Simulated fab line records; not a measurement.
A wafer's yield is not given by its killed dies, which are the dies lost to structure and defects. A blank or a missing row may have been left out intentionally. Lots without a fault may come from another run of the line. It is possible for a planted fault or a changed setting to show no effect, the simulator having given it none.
One fault through the eyes of 2 desks :: flow sky130 :: numbers are kept per desk, each desk with only its own; the story behind them comes last

## AT THE METROLOGY DESK
What the gauges read for every lot (on any tool): the sampled wafers with a number, averaged. Any lot whose mean is over 4 standard deviations away from the usual mean is out of limits and marked OUT; that distance is given in the brackets.
Columns: A = cdNm at SKY_SONOS_TUNNEL_CD_MEAS_07, usual 409.7 nm
lot: L230
first seen here: day 11 15:27
A: 407.3

lot: L231
first seen here: day 11 19:23
A: 410.5

lot: L233
first seen here: day 12 08:04
A: 409.2

lot: L236
first seen here: day 13 10:52
A: 409.7

lot: L239
first seen here: day 14 06:07
A: 411.6

lot: L243
first seen here: day 15 13:01
A: 411.1

lot: L246
first seen here: day 17 00:31
A: 408.7

lot: L248
first seen here: day 17 14:10
A: 409.4

lot: L250
first seen here: day 17 23:55
A: 408.8

lot: L251
first seen here: day 18 14:55
A: 408.4

lot: L252
first seen here: day 19 05:01
A: 408.9

lot: L253
first seen here: day 19 16:01
A: 412.0
This desk's finding: nothing out of limits on any of the 12 lots.

## AT THE TOOL OWNER'S DESK: implanter-04
For each lot that ran on this tool, the mean over its sampled wafers that have a number, from the tool's own readings at SKY_LDD_N_IMPLANT_14. Any lot whose mean is over 4 standard deviations away from the usual mean is out of limits and marked OUT; that distance is given in the brackets.
Columns: A = beamEnergyKeV at SKY_LDD_N_IMPLANT_14, usual 50.006
lot: L233
first seen here: day 19 01:51
A: 50.012

lot: L236
first seen here: day 20 06:27
A: 48.468 (-99 or more) OUT

lot: L239
first seen here: day 21 05:07
A: 48.486 (-99 or more) OUT

lot: L246
first seen here: day 24 04:36
A: 50.003

lot: L248
first seen here: day 24 14:36
A: 50.032

lot: L251
first seen here: day 25 16:25
A: 50.007
This desk finds L236, L239 out of limits, L236 being first, at day 20 06:27 (beamEnergyKeV at SKY_LDD_N_IMPLANT_14). L233, L246, L248, L251 stayed within limits.

## BROUGHT TOGETHER
On L236, L239, at day 20 06:27, an alarm was possible from the tool owner's desk.
Metrology desk: nothing out of limits seen.
The metrology desk has L236, L239 on record, within its limits.
Of the lots named, all ran SKY_LDD_N_IMPLANT_14 on implanter-04.

## WHAT HAD BEEN PUT IN BY THE SIMULATOR
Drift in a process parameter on implanter-04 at SKY_LDD_N_IMPLANT_14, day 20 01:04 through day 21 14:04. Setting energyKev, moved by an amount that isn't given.
Lots struck among those shown: L236, L239.
Delay in hours, fault start to first out-of-limits reading, by desk: the tool owner's desk at 5.
